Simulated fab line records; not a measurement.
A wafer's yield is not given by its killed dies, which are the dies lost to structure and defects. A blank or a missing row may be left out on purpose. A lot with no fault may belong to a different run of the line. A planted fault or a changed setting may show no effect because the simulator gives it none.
Shared-tool check || flow gf180mcu || Sampled: 12 lots, 36 wafers

REASON FOR OPENING
On 2 of the 12 lots, a flag is raised at GF_STI_CD_MEAS_12 on the reading cd-nm. Fault-free wafers read 220.2 nm, with a standard deviation of 1.
Rule: a lot is flagged in two cases, either no wafer of it has a number, or all its wafers with numbers fall more than 4 standard deviations from that mean. The other lots count as sound.

{"lot": "L481", "measured": "day 2 07:53", "on": "cd-sem-02", "cd-nm (nm), wafer by wafer": "223.0 223.5 221.9", "flag": ""}
{"lot": "L482", "measured": "day 2 11:26", "on": "cd-sem-01", "cd-nm (nm), wafer by wafer": "220.2 220.6 220.6", "flag": ""}
{"lot": "L484", "measured": "day 2 20:46", "on": "cd-sem-02", "cd-nm (nm), wafer by wafer": "220.1 220.0 221.9", "flag": ""}
{"lot": "L485", "measured": "day 3 04:03", "on": "cd-sem-01", "cd-nm (nm), wafer by wafer": "220.0 219.5 219.5", "flag": ""}
{"lot": "L486", "measured": "day 3 08:20", "on": "cd-sem-02", "cd-nm (nm), wafer by wafer": "220.3 220.0 218.0", "flag": ""}
{"lot": "L488", "measured": "day 3 18:13", "on": "cd-sem-02", "cd-nm (nm), wafer by wafer": "228.2 227.6 228.7", "flag": "FLAGGED"}
{"lot": "L489", "measured": "day 3 23:33", "on": "cd-sem-01", "cd-nm (nm), wafer by wafer": "221.8 222.8 222.0", "flag": ""}
{"lot": "L491", "measured": "day 4 09:21", "on": "cd-sem-01", "cd-nm (nm), wafer by wafer": "219.5 219.0 218.4", "flag": ""}
{"lot": "L494", "measured": "day 5 01:47", "on": "cd-sem-01", "cd-nm (nm), wafer by wafer": "226.3 227.1 226.5", "flag": "FLAGGED"}
{"lot": "L498", "measured": "day 5 22:43", "on": "cd-sem-02", "cd-nm (nm), wafer by wafer": "220.6 219.9 220.1", "flag": ""}
{"lot": "L500", "measured": "day 6 08:08", "on": "cd-sem-01", "cd-nm (nm), wafer by wafer": "220.3 220.4 221.0", "flag": ""}
{"lot": "L503", "measured": "day 6 23:56", "on": "cd-sem-02", "cd-nm (nm), wafer by wafer": "220.2 220.6 219.6", "flag": ""}
On average the flagged lots' numbers are 227.4 nm, which is +7.2 nm against the usual, or +7 standard deviations.

LOT BY LOT: THE TOOL USED
The record holds 1 process step before the reading, out of a route of 602 steps. Read each cell as the tool, then ch plus the chambers that the sampled wafers visited, then the start.
{"lot": "L481", "flag": "", "GF_STI_PEB_10": "litho-track-01 ch 0, day 2 07:32"}
{"lot": "L482", "flag": "", "GF_STI_PEB_10": "litho-track-03 ch 0, day 2 11:07"}
{"lot": "L484", "flag": "", "GF_STI_PEB_10": "litho-track-03 ch 0, day 2 20:26"}
{"lot": "L485", "flag": "", "GF_STI_PEB_10": "litho-track-03 ch 0, day 3 03:42"}
{"lot": "L486", "flag": "", "GF_STI_PEB_10": "litho-track-03 ch 0, day 3 08:01"}
{"lot": "L488", "flag": "FLAGGED", "GF_STI_PEB_10": "litho-track-03 ch 0, day 3 17:53"}
{"lot": "L489", "flag": "", "GF_STI_PEB_10": "litho-track-02 ch 0, day 3 23:13"}
{"lot": "L491", "flag": "", "GF_STI_PEB_10": "litho-track-02 ch 0, day 4 09:01"}
{"lot": "L494", "flag": "FLAGGED", "GF_STI_PEB_10": "litho-track-03 ch 0, day 5 01:28"}
{"lot": "L498", "flag": "", "GF_STI_PEB_10": "litho-track-01 ch 0, day 5 22:24"}
{"lot": "L500", "flag": "", "GF_STI_PEB_10": "litho-track-02 ch 0, day 6 07:47"}
{"lot": "L503", "flag": "", "GF_STI_PEB_10": "litho-track-01 ch 0, day 6 23:35"}
What the steps here do:
- GF_STI_PEB_10: peb time 90 s.
- GF_STI_CD_MEAS_12: target cd 220 nm.

FLAGGED OVER TOTAL, TOOL BY TOOL (the gauges that took the reading come last)
{"step": "GF_STI_PEB_10", "tool": "litho-track-01", "lots run": 3, "flagged": 0, "share of the flagged lots": "none", "sound lots run after its first flagged lot": "-"}
{"step": "GF_STI_PEB_10", "tool": "litho-track-02", "lots run": 3, "flagged": 0, "share of the flagged lots": "none", "sound lots run after its first flagged lot": "-"}
{"step": "GF_STI_PEB_10", "tool": "litho-track-03", "lots run": 6, "flagged": 2, "share of the flagged lots": "all", "sound lots run after its first flagged lot": 0}
{"step": "GF_STI_CD_MEAS_12", "tool": "cd-sem-01", "lots run": 6, "flagged": 1, "share of the flagged lots": "some", "sound lots run after its first flagged lot": "1 (L500)"}
{"step": "GF_STI_CD_MEAS_12", "tool": "cd-sem-02", "lots run": 6, "flagged": 1, "share of the flagged lots": "some", "sound lots run after its first flagged lot": "2 (L498,L503)"}

THE TABLE: WHAT IT ALLOWS
1 row of the table ran every flagged lot: litho-track-03 at GF_STI_PEB_10.
- litho-track-03 at GF_STI_PEB_10 ran 6 lots, 2 of them flagged. Last sound lot L486 at day 3 08:01, first flagged lot L488 at day 3 17:53; a fault beginning in between fits. Its own readings (heater-power-total-W, plate-temp-C) fall more than 4 standard deviations out on all wafers of the flagged lots.
Left over: one tool, litho-track-03 at GF_STI_PEB_10.

WHAT WAS PUT IN BY THE SIMULATOR
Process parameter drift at GF_STI_PEB_10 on litho-track-03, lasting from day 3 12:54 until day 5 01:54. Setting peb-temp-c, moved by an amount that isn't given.
Shown lots that were struck: L488, L494. The rule above reached the same finding.
